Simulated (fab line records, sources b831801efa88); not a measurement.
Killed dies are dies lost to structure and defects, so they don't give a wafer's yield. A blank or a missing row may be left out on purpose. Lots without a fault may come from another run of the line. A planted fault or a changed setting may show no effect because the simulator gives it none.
Which tool did it? | flow sky130 | 12 lots, 36 wafers sampled, at 2 steps of a route of 708

WHAT THE GAUGES READ, wafer by wafer
SKY_METAL2_CD_MEAS_15: target cd 140 nm.
lot  | measured     | on        | cd_nm (nm)
L075 | day 35 16:01 | cd_sem-01 | 141.7 140.4 141.8
L077 | day 36 06:43 | cd_sem-01 | 140.6 141.6 140.3
L079 | day 37 00:10 | cd_sem-02 | 139.1 138.5 140.3
L081 | day 37 16:10 | cd_sem-01 | 138.1 140.3 139.9
L083 | day 38 00:39 | cd_sem-01 | 141.2 139.1 140.6
L085 | day 38 22:20 | cd_sem-01 | 139.1 139.8 139.7
L087 | day 39 07:41 | cd_sem-02 | 139.7 139.2 140.7
L089 | day 39 14:46 | cd_sem-02 | 139.4 139.3 140.7
L091 | day 40 08:38 | cd_sem-01 | 141.0 139.7 140.5
L093 | day 41 00:05 | cd_sem-01 | 139.3 140.2 139.3
L095 | day 41 15:34 | cd_sem-02 | 137.6 136.9 136.8
L097 | day 42 08:16 | cd_sem-01 | 139.2 139.6 137.9

WHICH TOOL RAN EACH LOT (tool, then ch and the chambers of the sampled wafers, then the start)
lot  | SKY_VIA1_CMP_24
L075 | cmp-02 ch 0,2,3, day 34 11:02
L077 | cmp-02 ch 0,2,3, day 35 04:03
L079 | cmp-02 ch 0,2, day 35 22:16
L081 | cmp-01 ch 0,1,3, day 36 13:51
L083 | cmp-02 ch 0,1, day 36 22:24
L085 | cmp-01 ch 1,2,3, day 37 20:25
L087 | cmp-01 ch 0,2, day 38 06:23
L089 | cmp-02 ch 2,3, day 38 13:14
L091 | cmp-01 ch 0,3, day 39 07:53
L093 | cmp-01 ch 1,2, day 39 23:42
L095 | cmp-02 ch 0,2, day 40 15:07
L097 | cmp-02 ch 2,3, day 41 08:10
- SKY_VIA1_CMP_24: polishes, stops on SiO2, t overpolish 15 s, target thk 0 nm.

THE ANSWER, worked out from the rows above alone
Rule: what is usual is taken from the lots themselves. Put in order of their means at a reading, lots are off if they are a third of the lots or fewer, leave a main group of 4 or more, and stand apart from it by a gap of 3 or more times the standard deviation of the main group's means; of several such gaps the widest counts. A main group whose means are all the same, to the digits that the tables above print for the reading, isn't used. A lot without any number at a reading at which 4 lots or more have one is off too. The other lots that the step has rows for count as sound.
No lot is off at any reading shown: from this, nothing can be told.

WHAT THE SIMULATOR HAD PUT IN
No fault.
